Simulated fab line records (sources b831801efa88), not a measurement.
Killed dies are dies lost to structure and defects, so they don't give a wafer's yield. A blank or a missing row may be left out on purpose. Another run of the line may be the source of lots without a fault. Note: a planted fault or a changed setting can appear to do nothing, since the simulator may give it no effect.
2 desks looking at one fault -- flow sky130 -- each desk has only its own numbers; what lay behind them comes last

== THE TOOL OWNER'S DESK: litho_track-02 ==
The tool's own readings at SKY_VIA2_DEVELOP_11 (develop time 60 s): means of the sampled wafers that have a number, for each lot that ran on this tool. Any lot whose mean is over 4 standard deviations away from the usual mean is out of limits and marked OUT; that distance is given in the brackets.
Columns: A = developer_temp_C at SKY_VIA2_DEVELOP_11, usual 20.99 C
lot,first seen here,A
L658,day 36 13:00,21.13
L660,day 38 04:00,20.99
L661,day 38 10:00,20.93
L663,day 38 15:00,20.95
L670,day 40 08:00,23.09 (+21) OUT
L673,day 41 17:00,23.02 (+20) OUT
Finding of this desk: L670, L673 out of limits; the first was L670 at day 40 08:00, on developer_temp_C at SKY_VIA2_DEVELOP_11. L658, L660, L661, L663: within limits.

== FROM THE METROLOGY DESK ==
What the gauges read for every lot (on any tool): the sampled wafers with a number, averaged. Any lot whose mean is over 4 standard deviations away from the usual mean is out of limits and marked OUT; that distance is given in the brackets.
Columns: A = METAL2_ALCU_RS at SKY_METAL2_RS_MEAS_05, usual 0.1263 ohm/sq
lot,first seen here,A
L656,day 33 07:50,0.1267
L658,day 34 06:32,0.1267
L659,day 34 16:20,0.1250
L660,day 35 23:31,0.1254
L661,day 36 05:53,0.1294
L662,day 36 07:51,0.1260
L663,day 36 08:59,0.1266
L668,day 37 13:50,0.1265
L670,day 38 05:39,0.1256
L672,day 39 10:44,0.1258
L673,day 39 15:16,0.1244
L675,day 39 21:43,0.1262
L679,day 41 01:47,0.1258
This desk found nothing out of limits on any of the 13 lots.

== PUT TOGETHER ==
An alarm could have come from the tool owner's desk at day 40 08:00, on L670, L673.
From the metrology desk's view, nothing was out of limits.
The metrology desk has L670, L673 on record, within its limits.
All the named lots went through SKY_VIA2_DEVELOP_11 on litho_track-02.

== WHAT THE SIMULATOR HAD PUT IN ==
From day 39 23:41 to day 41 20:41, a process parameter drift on litho_track-02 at SKY_VIA2_DEVELOP_11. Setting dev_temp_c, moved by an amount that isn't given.
Shown lots that were struck: L670, L673.
Each desk's first reading out of limits, in hours after the fault started: the tool owner's desk, 8.
